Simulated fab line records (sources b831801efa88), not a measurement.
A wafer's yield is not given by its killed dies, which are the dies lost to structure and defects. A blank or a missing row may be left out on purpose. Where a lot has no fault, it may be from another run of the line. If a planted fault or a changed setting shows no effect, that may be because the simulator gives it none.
Problem report in the 8D (eight disciplines) form, filled by code | flow sky130 | the parts of the form that need people (team, actions taken, sign-off) are left out

## 1. PROBLEM STATEMENT
Mean SD_N_RS at SKY_SD_N_RS_MEAS_16: 67.59 ohm/sq over 6 wafers in 2 lots; fault-free wafers: 68.67 ohm/sq, standard deviation 0.17. Measured from the usual mean, that is -6.3 standard deviations.
The step: measures by four-point-probe.
First seen on wafer L757.1, day 34 09:14, on filmMetro-01. The record holds 42 wafers of 14 lots with a number at this step. Rule for "out" (also "out of limits"): further than 4 standard deviations from the usual mean. The other wafers with a number count as sound.

## 2. WHAT IT IS, WHAT IT ISN'T
question                    | is                         | is not
which readings at this step | SD_N_RS                    | -
which lots                  | L757, L759                 | L737, L739, L740, L741, L743, L744, L745, L746, L747, L748, L749, L760
which wafers of those lots  | all that have a number     | -
read on which gauges        | filmMetro-01, filmMetro-03 | filmMetro-02
when                        | from day 34 09:14          | up to then (33 sound wafers); but 3 sound wafers of L760 came after

## 3. WHAT RULES OUT EACH SUSPECT
Counting: a tool at any process step up to the reading remains a suspect when it ran all the lots that are out and ran no sound lot after the first of those.
- the gauge at SKY_SD_N_RS_MEAS_16: ruled out. Those wafers that are out were read across 2 gauges (filmMetro-01, filmMetro-03).
- rtpAnneal-02 at SKY_SD_N_RTA_14 (time 2 s): kept. It processed each lot that is out, first L757 at day 34 09:04, and no sound lot thereafter; up to then, the last sound lot it processed was L749 at day 31 21:44. On those wafers its own readings are out: wafer_temp_C_max.
Left after counting: rtpAnneal-02 at SKY_SD_N_RTA_14.

## 4. THE CAUSE (what the simulator had put in)
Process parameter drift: rtpAnneal-02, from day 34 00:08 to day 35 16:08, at SKY_SD_N_RTA_14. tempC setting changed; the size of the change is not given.
This tool alone remained once counting was done.

## 5. SEQUENCE OF EFFECTS, ordered by route
Rows list readings where the struck wafers' mean (over those with a number) sits beyond 3 standard deviations from the usual. Readings are gone through only where the record gives a usual standard deviation; hours: the median, over the lots, of the time from a lot's start at the first step in this table giving one to that lot's start at this step; sigmas: the change measured in usual standard deviations.
hours | step                | reading          | usual        | on struck wafers | change | sigmas
0     | SKY_SD_N_RTA_14     | wafer_temp_C_max | 1077.9       | 1084.3           | +6.4   | +5.8
0     | SKY_SD_N_RS_MEAS_16 | SD_N_RS          | 68.67 ohm/sq | 67.59            | -1.08  | -6.3
0     | SKY_SD_N_RS_MEAS_17 | SD_P_RS          | 147.3 ohm/sq | 141.9            | -5.4   | -11
Here are the process steps it includes:
- SKY_SD_N_RTA_14: time 2 s.

## 6. HOW IT WOULD HAVE BEEN CAUGHT EARLIER
The first out-of-limits reading at a measuring or inspecting step in this record came at day 34 09:14, 9 hours after the fault's start at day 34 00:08.
The tool's own readings at SKY_SD_N_RTA_14 were out on every struck wafer that the step has a row for (wafer_temp_C_max): an alarm limit on them would have fired on the first of those.
Lots out: 2; of these, L759 started SKY_SD_N_RTA_14 on rtpAnneal-02 after day 34 09:14. Had the tool been put on hold then, it would have been spared.
